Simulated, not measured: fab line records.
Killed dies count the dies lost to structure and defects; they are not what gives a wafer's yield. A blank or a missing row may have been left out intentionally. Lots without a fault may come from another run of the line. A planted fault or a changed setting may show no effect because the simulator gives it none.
A single fault, viewed from 2 desks / flow gf180mcu / only its own numbers are on each desk; what lay behind them is given at the end

DESK OF THE TOOL OWNER: implanter-02
GF_LVPWELL_IMPLANT_08, tool's own readings: per-lot mean of the sampled wafers with a number, covering each lot this tool ran. If a lot's mean is further than 4 standard deviations from the usual mean, the lot is out of limits and carries the mark OUT (the distance appears in the brackets).
Columns: A = beam_on_s at GF_LVPWELL_IMPLANT_08, usual 10.01 s; B = dose_ions_cm2 at GF_LVPWELL_IMPLANT_08, usual 1.4999e+13; C = faraday_current_uA at GF_LVPWELL_IMPLANT_08, usual 84.5
lot=L369; first seen here=day 3 22:32; A=10.04; B=1.5013e+13; C=84.0
lot=L371; first seen here=day 4 07:31; A=10.00; B=1.5000e+13; C=84.6
lot=L372; first seen here=day 4 13:50; A=10.08; B=1.4995e+13; C=83.7
lot=L373; first seen here=day 4 17:58; A=9.87; B=1.4999e+13; C=85.6
lot=L374; first seen here=day 5 01:16; A=10.36; B=1.5001e+13; C=81.6
lot=L375; first seen here=day 5 05:01; A=10.22; B=1.5019e+13; C=82.7
lot=L383; first seen here=day 7 06:26; A=10.59; B=1.5012e+13; C=80.2
Finding of this desk: none of the 7 lots has anything out of limits.

AT THE METROLOGY DESK
Lot by lot, what the gauges showed, no matter which tool ran the lot: averages of those sampled wafers that carry a number. If a lot's mean is further than 4 standard deviations from the usual mean, the lot is out of limits and carries the mark OUT (the distance appears in the brackets).
Columns: A = STI_CVD_03_THK at GF_STI_THK_MEAS_04, usual 207.0 nm; B = LVPWELL_TW at GF_LVPWELL_TW_MEAS_11, usual 559; C = LVPWELL_RS at GF_VT_IMPLANT_RS_MEAS_48, usual 1196 ohm/sq; D = DUAL_GATE_OXIDATION_00_THK at GF_DUAL_GATE_THK_MEAS_03, usual 10.76 nm; E = HV_LDD_OVL at GF_HV_LDD_OVL_MEAS_08, usual 1.4 nm
lot=L369; first seen here=day 1 16:56; A=207.8; B=556; C=1196; D=10.75; E=2.8
lot=L370; first seen here=day 1 19:33; A=207.4; B=560; C=1193; D=11.00; E=-2.0
lot=L371; first seen here=day 1 23:48; A=205.8; B=556; C=1198; D=10.71; E=3.2
lot=L372; first seen here=day 2 05:07; A=205.5; B=556; C=1192; D=10.81; E=0.5
lot=L373; first seen here=day 2 09:34; A=209.5; B=556; C=1191; D=10.51; E=2.2
lot=L374; first seen here=day 2 14:52; A=207.1; B=567; C=1197; D=10.84; E=-0.8
lot=L375; first seen here=day 2 20:01; A=208.6; B=562; C=1200; D=10.89; E=3.1
lot=L383; first seen here=day 4 13:28; A=206.2; B=566; C=1160 (-11) OUT; D=10.87; E=3.2
lot=L386; first seen here=day 5 02:53; A=209.1; B=558; C=1201; D=10.92; E=1.3
lot=L388; first seen here=day 5 14:44; A=204.4; B=560; C=1198; D=10.80; E=0.8
lot=L389; first seen here=day 5 19:23; A=210.0; B=559; C=1198; D=10.90; E=1.5
lot=L392; first seen here=day 6 08:34; A=205.1; B=558; C=1195; D=10.84; E=1.0
This desk finds L383 out of limits, with the earliest case on L383 at day 11 12:29 (LVPWELL_RS at GF_VT_IMPLANT_RS_MEAS_48). In limits: L369, L370, L371, L372, L373, L374, L375, L386, L388, L389, L392.

ALL TOGETHER
At day 11 12:29 the metrology desk could have sounded an alarm, on L383.
Nothing out of limits was seen by the tool owner's desk.
Tool owner's desk: L383 on record, inside its limits.
Of the lots named, all ran GF_LVPWELL_IMPLANT_08 on implanter-02.

WHAT THE SIMULATOR HAD INSERTED
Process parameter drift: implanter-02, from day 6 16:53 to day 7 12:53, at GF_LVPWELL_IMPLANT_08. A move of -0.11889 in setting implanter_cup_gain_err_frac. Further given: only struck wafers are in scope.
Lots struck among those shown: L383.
Delay in hours, fault start to first out-of-limits reading, per desk: metrology desk 116.
